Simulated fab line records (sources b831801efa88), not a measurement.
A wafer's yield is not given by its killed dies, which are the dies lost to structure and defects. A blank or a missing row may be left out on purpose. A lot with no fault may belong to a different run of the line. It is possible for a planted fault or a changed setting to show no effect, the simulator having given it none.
2 desks, one fault	flow gf180mcu	each desk holds nothing but its own numbers, with what lay behind them at the end

== FROM THE METROLOGY DESK ==
What the gauges read for every lot (on any tool): the sampled wafers with a number, averaged. Marked OUT: a lot whose mean sits more than 4 standard deviations from the usual mean, which makes it out of limits; the brackets give that distance.
Columns: A = INCOMING_BOW at GF_STI_BOW_MEAS_00, usual 0 um; B = LVPWELL_OVL at GF_LVPWELL_OVL_MEAS_07, usual 0.0 nm; C = DUAL_GATE_OXIDATION_00_THK at GF_DUAL_GATE_THK_MEAS_03, usual 10.94 nm
lot	first seen here	A	B	C
L914	day 1 10:00	-3	-1.5	10.93
L915	day 1 15:04	1	0.5	11.08
L916	day 1 20:01	-6	2.2	11.05
L918	day 2 06:00	3	-0.4	10.97
L919	day 2 11:00	1	1.4	10.93
L921	day 2 21:04	1	-1.4	10.77
L923	day 3 07:00	-3	0.8	10.99
L924	day 3 12:00	4	-1.1	11.13
L926	day 3 22:04	2	-1.7	11.13
L927	day 4 03:00	2	0.1	11.16
L929	day 4 13:00	5	-0.5	11.03
L933	day 5 09:00	2	-0.1	10.56
L934	day 5 14:00	-2	0.5	10.44
L936	day 6 00:02	1	-1.0	11.06
This desk found nothing out of limits on any of the 14 lots.

== TOOL OWNER'S DESK, litho-track-04 ==
At GF_STI_SOFTBAKE_08 (time 60 s), the tool's own readings, given per lot that ran on this tool as the mean of the sampled wafers with a number. Marked OUT: a lot whose mean sits more than 4 standard deviations from the usual mean, which makes it out of limits; the brackets give that distance.
Columns: A = run-length-s at GF_STI_SOFTBAKE_08, usual 89.31 s
lot	first seen here	A
L918	day 2 15:23	89.26
L921	day 3 07:06	89.25
L926	day 4 08:09	89.32
L933	day 5 19:34	91.06 (+7.6) OUT
L936	day 6 11:16	91.01 (+7.4) OUT
This desk's finding: out of limits on L933, L936; first on L933, day 5 19:34 (run-length-s at GF_STI_SOFTBAKE_08). Within limits: L918, L921, L926.

== BROUGHT TOGETHER ==
The tool owner's desk had the chance to raise an alarm at day 5 19:34 on L933, L936.
From the metrology desk's view, nothing was out of limits.
The metrology desk has L933, L936 on record, within its limits.
All the named lots went through GF_STI_SOFTBAKE_08 on litho-track-04.

== WHAT HAD BEEN PUT IN BY THE SIMULATOR ==
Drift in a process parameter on litho-track-04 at GF_STI_SOFTBAKE_08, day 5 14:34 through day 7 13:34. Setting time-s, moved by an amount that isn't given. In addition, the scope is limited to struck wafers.
Shown lots that were struck: L933, L936.
Delay in hours, fault start to first out-of-limits reading, by desk: the tool owner's desk at 5.
